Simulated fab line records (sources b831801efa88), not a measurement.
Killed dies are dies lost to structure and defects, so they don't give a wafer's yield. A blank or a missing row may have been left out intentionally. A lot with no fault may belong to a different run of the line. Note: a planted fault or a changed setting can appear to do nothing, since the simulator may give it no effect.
2 desks looking at one fault ; flow sky130 ; each desk has only its own numbers; what lay behind them comes last

== FOR THE TOOL OWNER'S DESK: plasmaAsher-01 ==
The tool's own readings at SKY_DNWELL_STRIP_08 (strips in O2/N2): means of the sampled wafers that have a number, for each lot that ran on this tool. Any lot whose mean is over 4 standard deviations away from the usual mean is out of limits and marked OUT; that distance is given in the brackets.
Columns: A = drypumpMotorCurrentA at SKY_DNWELL_STRIP_08, usual 5.8 A; B = oesProductAu at SKY_DNWELL_STRIP_08, usual 0.722 a.u.; C = stripTimeToEndpointS at SKY_DNWELL_STRIP_08, usual 36.95 s
lot;first seen here;A;B;C
L259;day 3 18:23;5.8;0.723;36.99
L263;day 4 18:09;5.7;0.726;37.02
L271;day 6 14:51;5.8;0.726;36.86
L272;day 6 20:56;5.8;0.727;36.96
L276;day 7 16:50;5.7;0.722;36.92
This desk's verdict: no lot among the 5 shows anything out of limits.

== METROLOGY DESK ==
Lot by lot, what the gauges showed, no matter which tool ran the lot: averages of those sampled wafers that carry a number. Any lot whose mean is over 4 standard deviations away from the usual mean is out of limits and marked OUT; that distance is given in the brackets.
Columns: A = PASSIVATION_CVD_00_THK at SKY_PASSIVATION_THK_MEAS_01, usual 90.4 nm; B = PAD_OPEN_BOW at SKY_PAD_OPEN_BOW_MEAS_13, usual 45 um
lot;first seen here;A;B
L256;day 43 22:29;92.2;51
L257;day 44 06:13;89.7;38
L259;day 44 17:01;88.8;39
L262;day 45 16:25;88.6;49
L263;day 45 20:56;91.8;41
L265;day 46 14:31;91.5;47
L266;day 46 21:08;89.1;45
L270;day 47 14:11;89.4;44
L271;day 47 21:36;90.6;57
L272;day 48 03:05;92.1;43
L276;day 48 19:17;90.5;48
L277;day 49 06:37;90.0;50
L279;day 49 17:28;89.9;38
This desk's verdict: no lot among the 13 shows anything out of limits.

== ALL TOGETHER ==
The desk of the tool owner found nothing out of limits.
The metrology desk saw nothing out of limits.

== WHAT THE SIMULATOR HAD INSERTED ==
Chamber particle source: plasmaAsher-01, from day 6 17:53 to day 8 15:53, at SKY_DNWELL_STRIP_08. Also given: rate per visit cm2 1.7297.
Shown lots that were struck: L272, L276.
